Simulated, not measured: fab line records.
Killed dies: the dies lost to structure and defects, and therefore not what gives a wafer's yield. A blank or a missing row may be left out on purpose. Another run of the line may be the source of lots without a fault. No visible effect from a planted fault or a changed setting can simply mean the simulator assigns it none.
8D (eight disciplines) problem report, filled in by code | flow sky130 | the parts of the form that need people (team, actions taken, sign-off) are left out

## 1. WHAT WENT WRONG
On 2 wafers of 1 lot, bias-w at SKY_CONTACT_ETCH_18 has a mean of 381.1 W; fault-free wafers read 200.0 W, standard deviation 0.58. So: +99 or more standard deviations from the usual mean.
The step: etches Si3N4 in CHF3/O2, stops on TiN, time 39 s, target depth 75 nm.
Seen first at day 33 20:00 on rie-diel-03, wafer L468.2. At this step, 36 wafers from 12 lots have a number in the record. By rule, "out" or "out of limits" means more than 4 standard deviations away from the usual mean. Any other wafer with a number is counted as sound.

## 2. WHAT THIS IS AND IS NOT
question                    | is                | is not
which readings at this step | bias-w            | drypump-motor-current-A, oes-product-au, throttle-valve-pct
which lots                  | L468              | L460, L471, L473, L474, L475, L477, L478, L479, L480, L481, L483
which wafers of those lots  | L468.2, L468.5    | L468.6
read on which tools         | rie-diel-03       | rie-diel-01, rie-diel-04
when                        | from day 33 20:00 | up to then (4 sound wafers); but 30 sound wafers of L471, L473, L474, L475, L477, L478, L479, L480, L481, L483 came after

## 3. WHAT RULES OUT EACH SUSPECT
Counting: a tool at a process step up to the reading stays a suspect if it ran every lot that is out. Sound lots after the first of them don't rule it out here, since some wafers of a struck lot are sound.
- rie-diel-03 at SKY_CONTACT_ETCH_17 (etches SiO2 in C4F8/O2/Ar, stops on Si3N4, target depth 340 nm): kept. The lot that is out, L468, ran on it at day 33 20:30; the last sound lot it ran before that was L460, at day 31 00:03.
- rie-diel-03 at SKY_CONTACT_ETCH_18 (etches Si3N4 in CHF3/O2, stops on TiN, time 39 s, target depth 75 nm): kept. The lot that is out, L468, ran on it at day 33 20:00; the last sound lot it ran before that was L460, at day 31 00:00. Its own bias-w readings are out on those wafers.
- At SKY_CONTACT_ETCH_17 on rie-diel-03, chamber 2 took the sound wafers of the same lots and chamber 1 took the wafers that are out.
- At SKY_CONTACT_ETCH_18 on rie-diel-03, chamber 2 took the sound wafers of the same lots and chamber 1 took the wafers that are out.
What counting leaves: rie-diel-03 at SKY_CONTACT_ETCH_17 and rie-diel-03 at SKY_CONTACT_ETCH_18.

## 4. THE CAUSE (what the simulator had put in)
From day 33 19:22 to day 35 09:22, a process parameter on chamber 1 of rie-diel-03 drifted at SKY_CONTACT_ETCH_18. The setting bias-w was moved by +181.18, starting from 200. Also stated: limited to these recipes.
Counting leaves 2 suspects; this tool is one of them.

## 5. SEQUENCE OF EFFECTS, ordered by route
One row per reading whose mean, taken over the struck wafers that have a number, lies over 3 standard deviations from the usual. Only readings for which the record gives a usual standard deviation are gone through. hours: the time from each lot's start at the first step in this table that gives one to its start at this step, as a median over the lots. sigmas: the change in usual standard deviations.
hours | step                 | reading                  | usual   | on struck wafers | change | sigmas
0     | SKY_CONTACT_ETCH_18  | bias-w                   | 200.0 W | 381.1            | +181.1 | +99 or more
1     | SKY_CONTACT_STRIP_19 | strip-time-to-endpoint-s | 3.62 s  | 3.42             | -0.21  | -6.8
Its process steps:
- SKY_CONTACT_ETCH_18: etches Si3N4 in CHF3/O2, stops on TiN, time 39 s, target depth 75 nm.
- SKY_CONTACT_STRIP_19: strips in O2/N2.

## 6. WHAT WOULD HAVE CAUGHT IT SOONER
In this record the first reading out of limits was taken at day 33 20:00, 1 hour after the fault began at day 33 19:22.
